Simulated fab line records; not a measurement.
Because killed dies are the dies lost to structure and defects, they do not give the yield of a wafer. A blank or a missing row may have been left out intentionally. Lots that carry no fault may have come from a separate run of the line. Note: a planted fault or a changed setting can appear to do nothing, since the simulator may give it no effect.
fab line records ; flow sky130
record lots=6; wafers=18; lastDay=51
route steps=708 shown VIA4@653 METAL5@661 PAD_OPEN@708
lots with no fault: from the same line, run without faults
startH: hours from the record's first day to the start of the lot's first wafer shown ; waitH: time in hours since the lot's previous step ; " as in the row above ; L1.1+2: one row covering several wafers at once ; - either no value or no given start ; * or withheld: withheld ; < > ~ a bound
route shown NAME@n: names a module that has steps shown in the file, with the first one's number in the route ; usual: the fault-free wafers' mean and standard deviation ; same: alike in all rows ; chamber/n: place in a boat ; sites: the reading at each site ; _std_site: standard deviation of those values ; _edge_site: inner sites' mean taken away from outer sites' mean ; radiusMm: for every site, how far away it sits from the centre of the wafer ; mask NAME#n: copy n ; behind: the last tool/chamber to shape the wafer ; hold: cause of the lot's hold/its duration in hours/its outcome ; device: the transistor (n, p or np) that didn't switch ; end of line: at the end of the route, the tests of the same wafers ; step lacking rows: just its recipe ; killed: at the first sort, the dies lost to defects and structure; wafer yield is something else ; map: shows each die of a wafer: x if killed, . if not, _ if none is there
set.NAME: setting as actually run; set.NAME@STEP: the setting as run at that earlier step ; model.NAME: the simulator's own value behind a step, which no gauge read
lots seen at some steps along the route; tables by step, rows by wafer
services: when a tool's chamber went out of use (startH, in hours from the record's first day, below 0 if earlier), for how many hours, and the reason
## steps
# step SKY_VIA4_STRIP_14
# recipe chemistry=postEtchResidueRemover; timeS=1200; tempC=72.5
# step SKY_VIA4_CLEAN_15
# recipe chemistry=IPA; timeS=180; tempC=25
# step SKY_VIA4_CLEAN_16
# recipe chemistry=O3/DIW; dry=n2Spin
# step SKY_VIA4_SPUTTER_17
# recipe material=TiN; targetThkNm=20; chamberPressurePa=5; powerW=4000; timeS=80
# usual chamberPressurePa=5.001/0.0099; throttleValvePct=30.1/0.7
lot.wafer;tool;chamber;startH;waitH;chamberPressurePa;throttleValvePct
L406.1;pvdSputter-02;-;1043.40;0.0;4.998;29.7
L406.2;pvdSputter-02;-;1043.40;0.0;4.987;29.9
L406.4;pvdSputter-02;-;1043.40;0.0;4.988;30.8
L411.1;pvdSputter-02;-;1069.27;0.0;4.990;29.9
L411.3;pvdSputter-02;-;1069.27;0.0;5.003;30.2
L411.6;pvdSputter-02;-;1069.27;0.0;4.997;30.2
L414.2;pvdSputter-03;-;1090.72;0.0;4.993;30.4
L414.3;pvdSputter-03;-;1090.72;0.0;5.003;29.5
L414.4;pvdSputter-03;-;1090.72;0.0;5.011;30.0
L415.2;pvdSputter-03;-;1097.13;0.0;5.008;30.8
L415.5;pvdSputter-03;-;1097.13;0.0;5.025;29.8
L415.6;pvdSputter-03;-;1097.13;0.0;5.001;29.7
L426.2;pvdSputter-03;-;1165.59;0.0;5.024;29.8
L426.3;pvdSputter-03;-;1165.59;0.0;4.993;30.9
L426.6;pvdSputter-03;-;1165.59;0.0;5.014;29.7
L428.1;pvdSputter-03;-;1173.17;0.0;4.998;29.6
L428.3;pvdSputter-03;-;1173.17;0.0;5.002;30.2
L428.4;pvdSputter-03;-;1173.17;0.0;4.983;30.7
# step SKY_VIA4_CVD_18
# recipe material=W; targetThkNm=505; timeS=152.14; tempC=400; pressureTorr=40
# step SKY_VIA4_RS_MEAS_19
# recipe thkMeasGauge=four-point-probe; reads=W_of_VIA4_CVD_18+TiN_of_VIA4_SPUTTER_17
# usual VIA4_W_RS=0.2255/0.0022
lot.wafer;tool;chamber;startH;waitH;VIA4_W_RS[ohm/sq]
L406.1;filmMetro-02;-;1043.61;0.1;0.2278
L406.2;filmMetro-02;-;1043.61;0.1;0.2254
L406.4;filmMetro-02;-;1043.61;0.1;0.2255
L411.1;filmMetro-02;-;1069.48;0.1;0.2273
L411.3;filmMetro-02;-;1069.48;0.1;0.2263
L411.6;filmMetro-02;-;1069.48;0.1;0.2249
L414.2;filmMetro-03;-;1090.95;0.1;0.2267
L414.3;filmMetro-03;-;1090.95;0.1;0.2262
L414.4;filmMetro-03;-;1090.95;0.1;0.2281
L415.2;filmMetro-03;-;1097.36;0.1;0.2229
L415.5;filmMetro-03;-;1097.36;0.1;0.2245
L415.6;filmMetro-03;-;1097.36;0.1;0.2224
L426.2;filmMetro-04;-;1165.83;0.1;0.2296
L426.3;filmMetro-04;-;1165.83;0.1;0.2267
L426.6;filmMetro-04;-;1165.83;0.1;0.2255
L428.1;filmMetro-02;-;1173.38;0.1;0.2226
L428.3;filmMetro-02;-;1173.38;0.1;0.2241
L428.4;filmMetro-02;-;1173.38;0.1;0.2240
# step SKY_VIA4_THK_MEAS_20
# recipe thkMeasGauge=xrf; reads=W_of_VIA4_CVD_18
# usual VIA4_W_THK=490/5.2
lot.wafer;tool;chamber;startH;waitH;VIA4_W_THK[nm]
L406.1;filmMetro-02;-;1043.73;0.1;486
L406.2;filmMetro-02;-;1043.73;0.1;491
L406.4;filmMetro-02;-;1043.73;0.1;490
L411.1;filmMetro-02;-;1069.60;0.1;484
L411.3;filmMetro-02;-;1069.60;0.1;485
L411.6;filmMetro-02;-;1069.60;0.1;486
L414.2;filmMetro-03;-;1091.06;0.1;491
L414.3;filmMetro-03;-;1091.06;0.1;490
L414.4;filmMetro-03;-;1091.06;0.1;487
L415.2;filmMetro-03;-;1097.47;0.1;502
L415.5;filmMetro-03;-;1097.47;0.1;494
L415.6;filmMetro-03;-;1097.47;0.1;502
L426.2;filmMetro-04;-;1165.94;0.1;477
L426.3;filmMetro-04;-;1165.94;0.1;482
L426.6;filmMetro-04;-;1165.94;0.1;486
L428.1;filmMetro-02;-;1173.50;0.1;496
L428.3;filmMetro-02;-;1173.50;0.1;494
L428.4;filmMetro-02;-;1173.50;0.1;492
# step SKY_VIA4_CMP_21
# recipe stopOn=SiO2; tOverpolishS=25; downForcePsi=3.5; platenRpm=60; targetThkNm=0; padVelocityMS=0.94248
# step SKY_METAL5_SPUTTER_00
# recipe material=Ti; targetThkNm=15; powerW=3000; timeS=10; chamberPressurePa=0.4
# usual chamberPressurePa=0.4001/0.00077; throttleValvePct=29.9/0.93
lot.wafer;tool;chamber;startH;waitH;chamberPressurePa;throttleValvePct
L406.1;pvdSputter-02;-;1044.09;0.1;0.3995;30.0
L406.2;pvdSputter-02;-;1044.09;0.1;0.4007;30.0
L406.4;pvdSputter-02;-;1044.09;0.1;0.4005;30.6
L411.1;pvdSputter-02;-;1069.96;0.1;0.3997;29.9
L411.3;pvdSputter-02;-;1069.96;0.1;0.3990;30.3
L411.6;pvdSputter-02;-;1069.96;0.1;0.3994;30.3
L414.2;pvdSputter-02;-;1091.47;0.1;0.3997;30.1
L414.3;pvdSputter-02;-;1091.47;0.1;0.3996;30.3
L414.4;pvdSputter-02;-;1091.47;0.1;0.4003;31.0
L415.2;pvdSputter-02;-;1097.82;0.1;0.3996;29.8
L415.5;pvdSputter-02;-;1097.82;0.1;0.3997;30.9
L415.6;pvdSputter-02;-;1097.82;0.1;0.3993;30.1
L426.2;pvdSputter-01;-;1166.29;0.2;0.3996;28.5
L426.3;pvdSputter-01;-;1166.29;0.2;0.4000;31.2
L426.6;pvdSputter-01;-;1166.29;0.2;0.3998;29.1
L428.1;pvdSputter-04;-;1174.03;0.2;0.4004;30.3
L428.3;pvdSputter-04;-;1174.03;0.2;0.3988;28.6
L428.4;pvdSputter-04;-;1174.03;0.2;0.3994;29.3
# step SKY_METAL5_SPUTTER_01
# recipe material=TiN; targetThkNm=20; powerW=6500; timeS=16.7; chamberPressurePa=0.385
# usual chamberPressurePa=0.3850/0.00086; throttleValvePct=29.9/0.92
lot.wafer;tool;chamber;startH;waitH;chamberPressurePa;throttleValvePct
L406.1;pvdSputter-02;-;1044.11;0.0;0.3840;30.0
L406.2;pvdSputter-02;-;1044.11;0.0;0.3849;29.8
L406.4;pvdSputter-02;-;1044.11;0.0;0.3854;30.2
L411.1;pvdSputter-02;-;1069.98;0.0;0.3847;29.8
L411.3;pvdSputter-02;-;1069.98;0.0;0.3851;30.3
L411.6;pvdSputter-02;-;1069.98;0.0;0.3855;30.3
L414.2;pvdSputter-02;-;1091.50;0.0;0.3858;29.9
L414.3;pvdSputter-02;-;1091.50;0.0;0.3850;29.7
L414.4;pvdSputter-02;-;1091.50;0.0;0.3833;30.9
L415.2;pvdSputter-02;-;1097.84;0.0;0.3858;29.9
L415.5;pvdSputter-02;-;1097.84;0.0;0.3844;31.1
L415.6;pvdSputter-02;-;1097.84;0.0;0.3855;29.9
L426.2;pvdSputter-01;-;1166.31;0.0;0.3849;28.7
L426.3;pvdSputter-01;-;1166.31;0.0;0.3860;31.2
L426.6;pvdSputter-01;-;1166.31;0.0;0.3858;28.8
L428.1;pvdSputter-04;-;1174.05;0.0;0.3849;30.5
L428.3;pvdSputter-04;-;1174.05;0.0;0.3850;28.7
L428.4;pvdSputter-04;-;1174.05;0.0;0.3846;29.0
# step SKY_METAL5_SPUTTER_02
# recipe material=AlCu; targetThkNm=1150; powerW=10600; timeS=58.66; chamberPressurePa=0.4
# usual chamberPressurePa=0.4001/0.00083; throttleValvePct=29.9/0.9
lot.wafer;tool;chamber;startH;waitH;chamberPressurePa;throttleValvePct
L406.1;pvdSputter-02;-;1044.14;0.0;0.4003;30.2
L406.2;pvdSputter-02;-;1044.14;0.0;0.4000;30.0
L406.4;pvdSputter-02;-;1044.14;0.0;0.4013;30.1
L411.1;pvdSputter-02;-;1070.01;0.0;0.4003;29.8
L411.3;pvdSputter-02;-;1070.01;0.0;0.4020;30.3
L411.6;pvdSputter-02;-;1070.01;0.0;0.4013;30.5
L414.2;pvdSputter-02;-;1091.52;0.0;0.4002;30.0
L414.3;pvdSputter-02;-;1091.52;0.0;0.3988;30.3
L414.4;pvdSputter-02;-;1091.52;0.0;0.3993;30.9
L415.2;pvdSputter-02;-;1097.87;0.0;0.3995;29.8
L415.5;pvdSputter-02;-;1097.87;0.0;0.4021;30.9
L415.6;pvdSputter-02;-;1097.87;0.0;0.3988;29.8
L426.2;pvdSputter-01;-;1166.34;0.0;0.3984;28.7
L426.3;pvdSputter-01;-;1166.34;0.0;0.4005;31.0
L426.6;pvdSputter-01;-;1166.34;0.0;0.3986;28.9
L428.1;pvdSputter-04;-;1174.08;0.0;0.4017;30.4
L428.3;pvdSputter-04;-;1174.08;0.0;0.3995;28.5
L428.4;pvdSputter-04;-;1174.08;0.0;0.3994;29.0
# step SKY_METAL5_SPUTTER_03
# recipe material=Ti; targetThkNm=5; powerW=3000; timeS=3.3; chamberPressurePa=0.4
# usual chamberPressurePa=0.3999/0.00087; throttleValvePct=29.9/0.89
lot.wafer;tool;chamber;startH;waitH;chamberPressurePa;throttleValvePct
L406.1;pvdSputter-02;-;1044.19;0.0;0.3997;30.2
L406.2;pvdSputter-02;-;1044.19;0.0;0.4007;29.6
L406.4;pvdSputter-02;-;1044.19;0.0;0.4013;30.4
L411.1;pvdSputter-02;-;1070.06;0.0;0.3991;29.8
L411.3;pvdSputter-02;-;1070.06;0.0;0.4005;30.6
L411.6;pvdSputter-02;-;1070.06;0.0;0.3989;30.4
L414.2;pvdSputter-02;-;1091.57;0.0;0.3996;29.8
L414.3;pvdSputter-02;-;1091.57;0.0;0.3997;29.9
L414.4;pvdSputter-02;-;1091.57;0.0;0.4016;31.2
L415.2;pvdSputter-02;-;1097.92;0.0;0.3991;29.8
L415.5;pvdSputter-02;-;1097.92;0.0;0.3994;30.8
L415.6;pvdSputter-02;-;1097.92;0.0;0.4016;30.0
L426.2;pvdSputter-01;-;1166.39;0.0;0.3989;29.0
L426.3;pvdSputter-01;-;1166.39;0.0;0.3996;30.9
L426.6;pvdSputter-01;-;1166.39;0.0;0.4006;28.7
L428.1;pvdSputter-04;-;1174.13;0.0;0.4002;30.4
L428.3;pvdSputter-04;-;1174.13;0.0;0.3989;28.4
L428.4;pvdSputter-04;-;1174.13;0.0;0.3994;29.3
# step SKY_METAL5_SPUTTER_04
# recipe material=TiN; targetThkNm=70; powerW=6500; timeS=58.3; chamberPressurePa=0.4
# usual chamberPressurePa=0.3999/0.00079; throttleValvePct=29.9/0.9
lot.wafer;tool;chamber;startH;waitH;chamberPressurePa;throttleValvePct
L406.1;pvdSputter-02;-;1044.21;0.0;0.4001;30.3
L406.2;pvdSputter-02;-;1044.21;0.0;0.4004;29.9
L406.4;pvdSputter-02;-;1044.21;0.0;0.4000;30.3
L411.1;pvdSputter-02;-;1070.08;0.0;0.4006;29.8
L411.3;pvdSputter-02;-;1070.08;0.0;0.3988;30.4
L411.6;pvdSputter-02;-;1070.08;0.0;0.4000;30.3
L414.2;pvdSputter-02;-;1091.59;0.0;0.4135;29.3
L414.3;pvdSputter-02;-;1091.59;0.0;0.4002;30.0
L414.4;pvdSputter-02;-;1091.59;0.0;0.3993;30.9
L415.2;pvdSputter-02;-;1097.94;0.0;0.4137;29.4
L415.5;pvdSputter-02;-;1097.94;0.0;0.4006;30.7
L415.6;pvdSputter-02;-;1097.94;0.0;0.4141;29.4
L426.2;pvdSputter-01;-;1166.40;0.0;0.3985;28.8
L426.3;pvdSputter-01;-;1166.40;0.0;0.4001;31.0
L426.6;pvdSputter-01;-;1166.40;0.0;0.4012;29.0
L428.1;pvdSputter-04;-;1174.15;0.0;0.3997;30.7
L428.3;pvdSputter-04;-;1174.15;0.0;0.3993;28.7
L428.4;pvdSputter-04;-;1174.15;0.0;0.3993;29.7
# step SKY_METAL5_RS_MEAS_05
# recipe thkMeasGauge=four-point-probe; reads=TiN_of_METAL5_SPUTTER_04+Ti_of_METAL5_SPUTTER_03+AlCu_of_METAL5_SPUTTER_02+TiN_of_METAL5_SPUTTER_01+Ti_of_METAL5_SPUTTER_00
# usual METAL5_ALCU_RS=0.0283/0.00035
lot.wafer;tool;chamber;startH;waitH;METAL5_ALCU_RS[ohm/sq]
L406.1;filmMetro-01;-;1044.26;0.0;0.0284
L406.2;filmMetro-01;-;1044.26;0.0;0.0283
L406.4;filmMetro-01;-;1044.26;0.0;0.0279
L411.1;filmMetro-01;-;1070.13;0.0;0.0282
L411.3;filmMetro-01;-;1070.13;0.0;0.0278
L411.6;filmMetro-01;-;1070.13;0.0;0.0280
L414.2;filmMetro-03;-;1091.66;0.0;0.0288
L414.3;filmMetro-03;-;1091.66;0.0;0.0289
L414.4;filmMetro-03;-;1091.66;0.0;0.0288
L415.2;filmMetro-01;-;1098.00;0.0;0.0278
L415.5;filmMetro-01;-;1098.00;0.0;0.0277
L415.6;filmMetro-01;-;1098.00;0.0;0.0278
L426.2;filmMetro-02;-;1166.47;0.0;0.0285
L426.3;filmMetro-02;-;1166.47;0.0;0.0286
L426.6;filmMetro-02;-;1166.47;0.0;0.0288
L428.1;filmMetro-03;-;1174.20;0.0;0.0279
L428.3;filmMetro-03;-;1174.20;0.0;0.0285
L428.4;filmMetro-03;-;1174.20;0.0;0.0284
# step SKY_PAD_OPEN_PROBE_99
# usual defectLimitedYield=82.8/2; killed_at_M0_to_M3=43/6.8; killed_at_M4_up=3.3/1.9; killedAtContacts=24/5.3; killedAtFrontEnd=14/4.3; killedAtOther=0.3/0.62; killedDies=85/9.8; killedOpen=46/8; killedShort=39/5.9; sort_bin_3_pad_short=0.8/0.39; sort_bin_5_function=10.2/1.5; sort_bin_6_memory=6.2/1.2; sortNPass=407/9.8; sortYieldPct=82.8/2
# same grossDies=492; killedAtBackSide=0; sort_bin_4_leakage[%]=0; sort_bin_8_speed[%]=0
lot.wafer;tool;chamber;startH;waitH;defectLimitedYield[%];killed_at_M0_to_M3;killed_at_M4_up;killedAtContacts;killedAtFrontEnd;killedAtOther;killedDies;killedOpen;killedShort;sort_bin_3_pad_short[%];sort_bin_5_function[%];sort_bin_6_memory[%];sortNPass;sortYieldPct[%]
L406.1;prober-02;-;1112.87;0.1;85.2;26;2;30;15;0;73;43;30;0.6;9.1;5.1;419;85.2
L406.2;prober-02;-;1112.92;0.1;86.2;31;4;21;12;0;68;30;38;0.4;7.7;5.7;424;86.2
L406.4;prober-02;-;1113.02;0.2;81.3;52;2;24;14;0;92;58;34;0.8;12.0;5.9;400;81.3
L411.1;prober-01;-;1136.56;0.1;85.2;40;4;20;9;0;73;47;26;0.4;11.0;3.5;419;85.2
L411.3;prober-01;-;1136.66;0.2;83.1;42;1;26;14;0;83;44;39;0.8;9.6;6.5;409;83.1
L411.6;prober-01;-;1136.81;0.2;81.1;40;2;33;18;0;93;50;43;1.2;9.8;7.9;399;81.1
L415.2;prober-01;-;1162.31;0.1;81.9;48;3;24;14;0;89;40;49;1.4;10.4;6.3;403;81.9
L415.5;prober-01;-;1162.46;0.2;82.5;50;3;19;14;0;86;38;48;1.4;8.9;7.1;406;82.5
L415.6;prober-01;-;1162.51;0.2;82.5;43;2;24;17;0;86;42;44;1.4;11.2;4.9;406;82.5
L426.2;prober-02;-;1220.07;0.1;84.3;41;3;22;11;0;77;43;34;0.4;10.4;4.9;415;84.3
L426.3;prober-02;-;1220.12;0.2;80.5;47;4;27;18;0;96;47;49;0.8;11.6;7.1;396;80.5
L426.6;prober-02;-;1220.27;0.2;81.3;57;2;19;14;0;92;53;39;0.4;10.0;8.3;400;81.3
# killed by level:class
L406.1 CONTACT:geometricParticle:open=16 VIA1:geometricParticle:open=9 LOCAL_INTERCONNECT:geometricParticle:short=8 FIELD_ISO:geometricParticle:open=4 POLY_GATE:geometricParticle:short=3 SPACER:geometricParticle:open=3 LI_CONTACT:geometricParticle:open=3 METAL1:geometricParticle:short=3
L406.2 LI_CONTACT:geometricParticle:open=7 VIA1:geometricParticle:open=6 SPACER:geometricParticle:short=5 VIA1:geometricParticle:short=5 CONTACT:geometricParticle:open=5 METAL1:geometricParticle:short=5 METAL2:geometricParticle:short=4 CONTACT:geometricParticle:short=4
L406.4 VIA1:geometricParticle:open=13 CONTACT:geometricParticle:open=10 VIA1:geometricParticle:short=7 POLY_GATE:geometricParticle:open=6 VIA3:geometricParticle:open=6 LI_CONTACT:geometricParticle:open=6 VIA2:geometricParticle:open=6 VIA3:geometricParticle:short=5
L411.1 VIA3:geometricParticle:open=11 CONTACT:geometricParticle:open=10 VIA1:geometricParticle:open=10 METAL2:geometricParticle:short=5 LI_CONTACT:geometricParticle:open=5 FIELD_ISO:geometricParticle:open=4 METAL1:geometricParticle:short=4 VIA2:geometricParticle:open=4
L411.3 LI_CONTACT:geometricParticle:open=9 CONTACT:geometricParticle:open=9 METAL1:geometricParticle:short=7 VIA2:geometricParticle:open=7 FIELD_ISO:geometricParticle:short=5 CONTACT:geometricParticle:short=5 VIA1:geometricParticle:short=5 METAL2:geometricParticle:short=5
L411.6 CONTACT:geometricParticle:open=16 VIA1:geometricParticle:open=10 VIA3:geometricParticle:open=8 CONTACT:geometricParticle:short=8 POLY_GATE:geometricParticle:short=5 METAL1:geometricParticle:short=5 FIELD_ISO:geometricParticle:short=4 POLY_GATE:geometricParticle:open=4
L415.2 VIA1:geometricParticle:open=9 METAL2:geometricParticle:short=9 LOCAL_INTERCONNECT:geometricParticle:short=7 CONTACT:geometricParticle:open=7 POLY_GATE:geometricParticle:open=6 METAL1:geometricParticle:short=6 POLY_GATE:geometricParticle:short=5 LI_CONTACT:geometricParticle:open=4
L415.5 VIA1:geometricParticle:open=11 METAL2:geometricParticle:short=11 CONTACT:geometricParticle:open=7 VIA1:geometricParticle:short=7 VIA2:geometricParticle:short=6 VIA3:geometricParticle:open=4 LI_CONTACT:geometricParticle:open=4 METAL3:geometricParticle:short=4
L415.6 VIA1:geometricParticle:open=15 CONTACT:geometricParticle:open=8 FIELD_ISO:geometricParticle:short=6 LOCAL_INTERCONNECT:geometricParticle:short=5 VIA1:geometricParticle:short=5 VIA3:geometricParticle:short=5 POLY_GATE:geometricParticle:short=4 LI_CONTACT:geometricParticle:open=4
L426.2 CONTACT:geometricParticle:open=10 VIA2:geometricParticle:open=10 POLY_GATE:geometricParticle:open=5 CONTACT:geometricParticle:short=5 VIA1:geometricParticle:open=5 LOCAL_INTERCONNECT:geometricParticle:short=4 METAL3:geometricParticle:short=4 METAL1:geometricParticle:short=4
L426.3 VIA2:geometricParticle:open=9 CONTACT:geometricParticle:open=7 FIELD_ISO:geometricParticle:short=6 LI_CONTACT:geometricParticle:open=6 LOCAL_INTERCONNECT:geometricParticle:short=6 METAL1:geometricParticle:short=6 FIELD_ISO:geometricParticle:open=5 VIA1:geometricParticle:open=5
L426.6 VIA1:geometricParticle:open=12 VIA2:geometricParticle:open=10 VIA1:geometricParticle:short=7 CONTACT:geometricParticle:open=6 FIELD_ISO:geometricParticle:short=5 LI_CONTACT:geometricParticle:open=5 METAL1:geometricParticle:short=5 VIA3:geometricParticle:open=5
## services
tool;chamber;startH;hours;kind
pvdSputter-03;-;1041.60;7.9;repair
pvdSputter-01;-;1130.78;1.9;repair
## key
firstSign step=SKY_METAL5_SPUTTER_04; reading=chamberPressurePa; direction=up; sigmas=18; usual=0.3999; struck=0.4138
effect none on later readings
metAt SKY_METAL5_SPUTTER_04
struckWafers L414.2,L415.2,L415.6
onsetBetween 1070.08 1091.59
fault kind=processParameterDrift; tool=pvdSputter-02; chamber=-; onsetH=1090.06; steps=SKY_METAL5_SPUTTER_04; channel=chamberPressurePa; offset=0.014001; shape=step; endH=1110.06; actsIn=theseRecipesOnly; stated=0.4; scope=struckWafersOnly
